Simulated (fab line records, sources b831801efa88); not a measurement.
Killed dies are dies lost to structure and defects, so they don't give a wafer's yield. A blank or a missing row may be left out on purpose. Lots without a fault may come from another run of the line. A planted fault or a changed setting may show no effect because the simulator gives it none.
Which tool did it? | flow sky130 | 6 lots, 18 wafers sampled, at 1 step of a route of 708

WHAT THE GAUGES READ, wafer by wafer
SKY_LDD_HVN_OVL_MEAS_07.
lot  | measured     | on         | LDD_HVN_OVL (nm)
L251 | day 20 11:36 | overlay-01 | 0.1 0.2 0.3
L256 | day 23 05:48 | overlay-01 | 1.7 0.9 2.0
L261 | day 25 07:49 | overlay-02 | 0.4 -1.4 0.9
L263 | day 25 13:21 | overlay-02 | 0.4 1.7 -0.3
L265 | day 25 18:12 | overlay-02 | 0.7 2.0 0.8
L272 | day 28 07:25 | overlay-01 | 0.5 0.8 0.9

WHICH TOOL RAN EACH LOT (tool, then ch and the chambers of the sampled wafers, then the start)
The record holds no process step before these readings.

THE ANSWER, worked out from the rows above alone
Rule: what is usual is taken from the lots themselves. Put in order of their means at a reading, lots are off if they are a third of the lots or fewer, leave a main group of 4 or more, and stand apart from it by a gap of 3 or more times the standard deviation of the main group's means; of several such gaps the widest counts. A main group whose means are all the same, to the digits that the tables above print for the reading, isn't used. A lot without any number at a reading at which 4 lots or more have one is off too. The other lots that the step has rows for count as sound.
No lot is off at any reading shown: from this, nothing can be told.

WHAT THE SIMULATOR HAD PUT IN
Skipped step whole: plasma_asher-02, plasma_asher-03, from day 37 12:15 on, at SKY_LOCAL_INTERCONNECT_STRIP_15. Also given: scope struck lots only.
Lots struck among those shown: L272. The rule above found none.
